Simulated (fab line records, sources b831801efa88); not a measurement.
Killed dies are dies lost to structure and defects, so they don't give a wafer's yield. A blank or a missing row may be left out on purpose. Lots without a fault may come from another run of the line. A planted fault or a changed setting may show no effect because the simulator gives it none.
Which tool did it? | flow sky130 | 14 lots, 42 wafers sampled, at 5 steps of a route of 708

WHAT THE GAUGES READ, wafer by wafer
SKY_DNWELL_TW_MEAS_09. Usual: DNWELL_TW 1115, standard deviation 4.7.
lot  | measured    | on            | DNWELL_TW      | flag
L539 | day 3 07:14 | film_metro-01 | 1110 1110 1111 |
L540 | day 3 13:43 | film_metro-01 | 1120 1114 1115 |
L541 | day 3 14:50 | film_metro-02 | 1110 1107 1112 |
L542 | day 3 21:23 | film_metro-02 | 1109 1111 1105 |
L543 | day 4 03:17 | film_metro-01 | 1118 1112 1111 |
L547 | day 5 02:16 | film_metro-03 | 1120 1125 1121 |
L548 | day 5 04:39 | film_metro-01 | 1117 1119 1116 |
L549 | day 5 11:21 | film_metro-03 | 1118 1121 1116 |
L552 | day 6 02:47 | film_metro-02 | 1114 1114 1115 |
L553 | day 6 06:39 | film_metro-03 | 1117 1113 1119 |
L558 | day 7 14:10 | film_metro-02 | 1119 1116 1119 |
L559 | day 7 14:34 | film_metro-03 | 1120 1111 1113 |
L560 | day 7 21:14 | film_metro-03 | 1120 1121 1114 |
L561 | day 8 03:12 | film_metro-02 | 1116 1115 1115 |

SKY_VT_ADJUST_HVTP_OVL_MEAS_08. Usual: VT_ADJUST_HVTP_OVL 0.9 nm, standard deviation 1.3.
lot  | measured     | on         | VT_ADJUST_HVTP_OVL (nm) | flag
L539 | day 6 05:13  | overlay-01 | -1.0 0.1 -1.7           |
L540 | day 6 10:59  | overlay-02 | 1.7 -0.5 1.4            |
L541 | day 7 03:23  | overlay-01 | 1.3 1.9 2.3             |
L542 | day 7 04:00  | overlay-02 | -0.4 1.2 0.8            |
L543 | day 7 04:19  | overlay-02 | 0.9 -0.1 -0.5           |
L547 | day 8 09:08  | overlay-01 | 2.8 2.6 -0.7            |
L548 | day 8 15:26  | overlay-02 | 1.3 1.1 1.9             |
L549 | day 8 18:58  | overlay-02 | 1.8 0.1 1.6             |
L552 | day 9 13:02  | overlay-01 | 0.2 -0.2 0.9            |
L553 | day 9 18:01  | overlay-02 | 3.1 0.4 0.1             |
L558 | day 11 07:07 | overlay-01 | 2.5 3.2 1.5             |
L559 | day 11 07:41 | overlay-01 | 2.7 1.8 2.5             |
L560 | day 11 15:02 | overlay-01 | 0.7 0.2 -0.1            |
L561 | day 11 22:26 | overlay-01 | 1.0 2.8 -1.0            |

SKY_VT_ADJUST_LVTN_OVL_MEAS_07. Usual: VT_ADJUST_LVTN_OVL 0.1 nm, standard deviation 1.6.
lot  | measured     | on         | VT_ADJUST_LVTN_OVL (nm) | flag
L539 | day 7 00:59  | overlay-01 | 2.7 1.4 1.1             |
L540 | day 7 06:45  | overlay-01 | -0.3 1.1 1.6            |
L541 | day 7 23:58  | overlay-02 | 0.3 0.4 2.0             |
L542 | day 8 00:43  | overlay-01 | -3.3 -2.5 -3.1          |
L543 | day 8 01:21  | overlay-02 | -2.4 -2.7 0.0           |
L547 | day 9 06:19  | overlay-02 | -0.5 0.3 -1.7           |
L548 | day 9 13:59  | overlay-02 | 0.1 0.0 1.5             |
L549 | day 9 16:36  | overlay-02 | -0.1 0.8 0.1            |
L552 | day 10 12:01 | overlay-02 | 1.9 2.7 1.0             |
L553 | day 10 17:17 | overlay-01 | -0.6 -1.6 -0.4          |
L558 | day 12 07:51 | overlay-02 | 0.6 -0.6 -0.5           |
L559 | day 12 07:52 | overlay-01 | -1.3 1.1 0.3            |
L560 | day 12 15:37 | overlay-01 | -1.2 -0.3 -0.7          |
L561 | day 12 22:50 | overlay-01 | 0.9 2.4 1.4             |

SKY_VT_ADJUST_LVTN_TW_MEAS_21. Usual: VT_ADJUST_LVTN_2_TW 189.2, standard deviation 0.92.
lot  | measured     | on            | VT_ADJUST_LVTN_2_TW | flag
L539 | day 7 21:58  | film_metro-03 | 187.3 187.1 187.5   |
L540 | day 8 03:34  | film_metro-04 | 189.7 189.0 189.3   |
L541 | day 8 21:20  | film_metro-03 | 189.7 190.1 190.4   |
L542 | day 8 22:02  | film_metro-03 | 189.2 190.3 188.9   |
L543 | day 8 22:35  | film_metro-02 | 188.3 188.4 187.5   |
L547 | day 10 05:01 | film_metro-02 | 181.3 182.7 182.9   | OFF
L548 | day 10 12:38 | film_metro-04 | 182.5 182.0 181.3   | OFF
L549 | day 10 15:43 | film_metro-04 | 189.0 189.5 189.3   |
L552 | day 11 10:55 | film_metro-04 | 189.4 190.3 190.1   |
L553 | day 11 17:19 | film_metro-02 | 189.2 189.5 188.4   |
L558 | day 13 08:46 | film_metro-03 | 188.9 188.8 188.8   |
L559 | day 13 08:46 | film_metro-04 | 189.9 190.1 190.2   |
L560 | day 13 17:27 | film_metro-04 | 189.3 189.8 190.3   |
L561 | day 14 00:08 | film_metro-03 | 189.4 188.4 188.6   |

WHICH TOOL RAN EACH LOT (tool, then ch and the chambers of the sampled wafers, then the start)
lot  | SKY_VT_ADJUST_LVTN_IMPLANT_19
L539 | implanter-01 ch 0, day 7 21:43
L540 | implanter-04 ch 0, day 8 03:19
L541 | implanter-04 ch 0, day 8 21:05
L542 | implanter-04 ch 0, day 8 21:50
L543 | implanter-01 ch 0, day 8 22:20
L547 | implanter-04 ch 0, day 10 04:46
L548 | implanter-04 ch 0, day 10 12:24
L549 | implanter-01 ch 0, day 10 15:28
L552 | implanter-01 ch 0, day 11 10:40
L553 | implanter-01 ch 0, day 11 17:07
L558 | implanter-01 ch 0, day 13 08:32
L559 | implanter-03 ch 0, day 13 08:31
L560 | implanter-01 ch 0, day 13 17:13
L561 | implanter-04 ch 0, day 13 23:54
- SKY_VT_ADJUST_LVTN_IMPLANT_19

WHAT THE TOOLS THEMSELVES READ (means of the sampled wafers that have a number; where no wafer has one, the mark that the record gives instead)
The record holds no such reading with a usual standard deviation.

THE ANSWER, worked out from the rows above alone
Rule: a lot is off if the mean of its wafers that have a number lies more than 3 standard deviations from the usual mean. A lot without any number at a reading at which 4 lots or more have one is off too. The other lots that the step has rows for count as sound. The gauges are gone through in route order, then the tools' own readings, and for those a lot's mean is taken as printed above. The first step at which some lot is off is used, and at that step the reading that is off furthest; a lot without a number counts as furthest.
Off: L547, L548, at SKY_VT_ADJUST_LVTN_TW_MEAS_21 (VT_ADJUST_LVTN_2_TW).
A tool fits if, at a process step before that reading, it ran every lot that is off, and no sound lot after the first of them. The gauges at SKY_VT_ADJUST_LVTN_TW_MEAS_21 are tried like those tools. None of those tried fits.

WHAT THE SIMULATOR HAD PUT IN
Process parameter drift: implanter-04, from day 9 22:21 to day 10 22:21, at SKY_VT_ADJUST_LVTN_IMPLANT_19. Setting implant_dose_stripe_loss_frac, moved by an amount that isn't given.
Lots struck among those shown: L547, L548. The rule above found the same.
